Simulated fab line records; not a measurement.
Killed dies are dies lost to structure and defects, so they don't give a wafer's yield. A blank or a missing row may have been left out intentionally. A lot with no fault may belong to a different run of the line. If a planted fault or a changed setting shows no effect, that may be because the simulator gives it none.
Chamber matching || flow sky130 || SKY_CONTACT_HDPCVD_02 on hdpcvd-02 has 3 sister chambers
The step deposits SiO2, target thk 565 nm, time 94.2 s. 3 wafers are shown with their chamber, then 7 later ones without.

WAFERS WITH THEIR CHAMBER
{"wafer": "L957.4", "chamber": 1, "run-length-s (s)": 122.6}
{"wafer": "L960.4", "chamber": 2, "run-length-s (s)": 123.0}
{"wafer": "L960.5", "chamber": 0, "run-length-s (s)": 122.6}

WAFERS WITH NO CHAMBER GIVEN
{"wafer": "L963.4", "run-length-s (s)": 122.7}
{"wafer": "L963.6", "run-length-s (s)": 122.7}
{"wafer": "L964.1", "run-length-s (s)": 122.8}
{"wafer": "L964.4", "run-length-s (s)": 123.5}
{"wafer": "L973.2", "run-length-s (s)": 123.2}
{"wafer": "L973.3", "run-length-s (s)": 122.9}
{"wafer": "L973.4", "run-length-s (s)": 122.4}

CHAMBER TAKEN BY EACH
{"wafer": "L963.4", "from the rows above": "can't be placed: 0 or 1 or 2", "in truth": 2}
{"wafer": "L963.6", "from the rows above": "can't be placed: 0 or 1 or 2", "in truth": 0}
{"wafer": "L964.1", "from the rows above": "can't be placed: 0 or 1 or 2", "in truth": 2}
{"wafer": "L964.4", "from the rows above": "can't be placed: 2 or 0 or 1", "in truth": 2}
{"wafer": "L973.2", "from the rows above": "can't be placed: 2 or 0 or 1", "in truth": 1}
{"wafer": "L973.3", "from the rows above": "can't be placed: 2 or 0 or 1", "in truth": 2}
{"wafer": "L973.4", "from the rows above": "can't be placed: 0 or 1 or 2", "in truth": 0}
Correctly placed: 0 of 7. Can't be placed from these rows: 7 (the true chamber is among the candidates in 7). Placed wrongly: 0.
How it was worked out, from the rows above alone: a wafer's distance from a chamber is the root of the sum, over the readings, of the square of ((its reading less the chamber's mean) divided by the reading's scatter). If the next closest chamber is less than 2 further off than the closest, the wafer can't be placed; otherwise it belongs to the closest. The mean given for a chamber averages the wafers shown for that chamber. The scatter (one wafer shown for each chamber): square how far every hidden wafer sits from the nearest shown wafer, average those squares and take the square root.
